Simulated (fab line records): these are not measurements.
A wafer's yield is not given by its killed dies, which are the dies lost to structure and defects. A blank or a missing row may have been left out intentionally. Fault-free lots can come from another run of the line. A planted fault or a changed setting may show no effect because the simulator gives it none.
The tool behind it: which one?	flow sky130	12 lots with 36 wafers sampled at 4 steps, on a route of 708 steps

WHAT THE GAUGES SHOWED, per wafer
SKY_VT_ADJUST_HVTP_TW_MEAS_11. Usual: for VT_ADJUST_HVTP_TW the level is 1350 and the standard deviation is 12.
lot	measured	on	VT_ADJUST_HVTP_TW	flag
L787	day 6 10:06	film metro-03	1360 1359 1364	
L788	day 6 14:47	film metro-02	1340 1341 1333	
L790	day 7 07:01	film metro-03	1365 1362 1360	
L792	day 7 15:56	film metro-04	1356 1364 1359	
L794	day 8 05:05	film metro-03	1359 1368 1356	
L795	day 8 09:31	film metro-03	1354 1363 1356	
L800	day 9 19:16	film metro-02	1211 1220 1221	OFF
L801	day 10 04:02	film metro-03	1238 1240 1236	OFF
L803	day 10 17:38	film metro-04	1239 1238 1239	OFF
L805	day 11 06:10	film metro-02	1332 1331 1336	
L806	day 11 11:14	film metro-04	1347 1345 1351	
L809	day 12 09:23	film metro-02	1350 1345 1342	

SKY_VT_ADJUST_LVTN_OVL_MEAS_07. Usual: for VT_ADJUST_LVTN_OVL the level is -1.5 nm and the standard deviation is 1.6.
lot	measured	on	VT_ADJUST_LVTN_OVL (nm)	flag
L787	day 7 05:10	overlay-01	0.5 -3.4 -0.1	
L788	day 7 09:28	overlay-02	-4.2 -2.1 -3.7	
L790	day 8 03:25	overlay-01	-1.9 0.0 -0.4	
L792	day 8 11:57	overlay-02	-2.4 -4.3 -1.3	
L794	day 9 01:44	overlay-02	-2.9 -0.2 0.8	
L795	day 9 07:07	overlay-02	-2.9 -1.7 -2.2	
L800	day 10 17:53	overlay-01	-0.3 0.4 -0.3	
L801	day 11 03:13	overlay-01	-2.7 -4.4 -2.8	
L803	day 11 17:30	overlay-01	0.3 -1.7 -1.4	
L805	day 12 06:11	overlay-02	-2.4 -3.4 -2.6	
L806	day 12 10:50	overlay-02	-3.6 -0.3 -4.7	
L809	day 13 10:25	overlay-02	-2.7 -0.4 -1.4	

TOOL THAT RAN EACH LOT (tool first, then ch and the chambers of the sampled wafers, then the start)
lot	SKY_VT_ADJUST_HVTP_IMPLANT_09	SKY_VT_ADJUST_HVTP_STRIP_10
L787	implanter-01 ch 0, day 6 09:52	plasma asher-03 ch 0,1, day 6 09:59
L788	implanter-01 ch 0, day 6 14:32	plasma asher-01 ch 1, day 6 14:41
L790	implanter-03 ch 0, day 7 06:46	plasma asher-03 ch 0, day 7 06:55
L792	implanter-03 ch 0, day 7 15:43	plasma asher-01 ch 0,1, day 7 15:52
L794	implanter-02 ch 0, day 8 04:49	plasma asher-01 ch 0,1, day 8 04:58
L795	implanter-02 ch 0, day 8 09:16	plasma asher-03 ch 0,1, day 8 09:25
L800	implanter-02 ch 0, day 9 19:01	plasma asher-03 ch 0,1, day 9 19:10
L801	implanter-02 ch 0, day 10 03:47	plasma asher-03 ch 1, day 10 03:56
L803	implanter-02 ch 0, day 10 17:25	plasma asher-01 ch 0,1, day 10 17:34
L805	implanter-01 ch 0, day 11 05:56	plasma asher-03 ch 0,1, day 11 06:05
L806	implanter-01 ch 0, day 11 11:01	plasma asher-03 ch 0,1, day 11 11:10
L809	implanter-01 ch 0, day 12 09:08	plasma asher-02 ch 0,1, day 12 09:17
- SKY_VT_ADJUST_HVTP_IMPLANT_09
- SKY_VT_ADJUST_HVTP_STRIP_10: strips in O2/N2.

AS READ BY THE TOOLS THEMSELVES (means over the sampled wafers that have a number; for cases with no such wafer, the mark the record gives instead)
SKY_VT_ADJUST_HVTP_IMPLANT_09. Usual: dose ions cm2 4.3e+12, standard deviation 4e+09; faraday current uA 24.2, standard deviation 0.52.
lot	tool	dose ions cm2	faraday current uA	flag
L787	implanter-01	4.3e+12	24.1	
L788	implanter-01	4.3e+12	24.3	
L790	implanter-03	4.3e+12	23.8	
L792	implanter-03	4.3e+12	24.1	
L794	implanter-02	4.3e+12	24.2	
L795	implanter-02	4.3e+12	23.8	
L800	implanter-02	3.3e+12	18.7	OFF
L801	implanter-02	3.3e+12	18.4	OFF
L803	implanter-02	3.3e+12	18.5	OFF
L805	implanter-01	4.3e+12	24.3	
L806	implanter-01	4.3e+12	24.2	
L809	implanter-01	4.3e+12	24.0	

SKY_VT_ADJUST_HVTP_STRIP_10. Usual: drypump motor current A 5.6 A, standard deviation 0.38; oes product au 0.715 a.u., standard deviation 0.0048; strip time to endpoint s 14.19 s, standard deviation 0.031.
lot	tool	drypump motor current A (A)	oes product au (a.u.)	strip time to endpoint s (s)	flag
L787	plasma asher-03	5.4	0.717	14.24	
L788	plasma asher-01	5.9	0.718	14.18	
L790	plasma asher-03	5.4	0.717	14.19	
L792	plasma asher-01	5.3	0.723	14.19	
L794	plasma asher-01	5.4	0.715	14.16	
L795	plasma asher-03	5.4	0.713	14.17	
L800	plasma asher-03	5.4	0.719	14.22	
L801	plasma asher-03	5.4	0.710	14.15	
L803	plasma asher-01	5.3	0.720	14.24	
L805	plasma asher-03	5.4	0.713	14.18	
L806	plasma asher-03	5.4	0.708	14.20	
L809	plasma asher-02	6.1	0.718	14.20	

THE ANSWER, worked out from the rows above alone
Rule: a lot counts as off when the mean over its wafers that have a number is more than 3 standard deviations away from the usual mean. A lot without any number at a reading at which 4 lots or more have one is off too. Any other lot the step has rows for is counted as sound. After the gauges, taken in route order, come the tools' own readings; for these a lot's mean is taken, as printed above. The first step at which some lot is off is used, and at that step the reading that is off furthest; a lot without a number counts as furthest.
Off: L800, L801, L803, at SKY_VT_ADJUST_HVTP_TW_MEAS_11 (VT_ADJUST_HVTP_TW).
If a tool, at a process step before that reading, ran all the lots that are off and no sound lot after the first of them, it fits. The gauges at SKY_VT_ADJUST_HVTP_TW_MEAS_11 aren't tried: what is off there is off at SKY_VT_ADJUST_HVTP_IMPLANT_09 too, on other tools, and a gauge's error can't cause that. One fits: implanter-02 at SKY_VT_ADJUST_HVTP_IMPLANT_09. A fault onset in the window from L795 (day 8 09:16, its last sound lot) to L800 (day 9 19:01, its first lot off) fits.
The tool's own readings at SKY_VT_ADJUST_HVTP_IMPLANT_09 bear it out: on the lots that are off they differ by more than 5 times the standard deviation of the sound lots' means. dose ions cm2 reads 3.3e+12 there against 4.3e+12 on the sound lots; faraday current uA reads 18.5 there against 24.1 on the sound lots.

WHAT HAD BEEN PUT IN BY THE SIMULATOR
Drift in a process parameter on implanter-02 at SKY_VT_ADJUST_HVTP_IMPLANT_09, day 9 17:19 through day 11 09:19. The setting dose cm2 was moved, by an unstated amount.
Struck lots among those shown: L800, L801, L803. The rule above found the same.
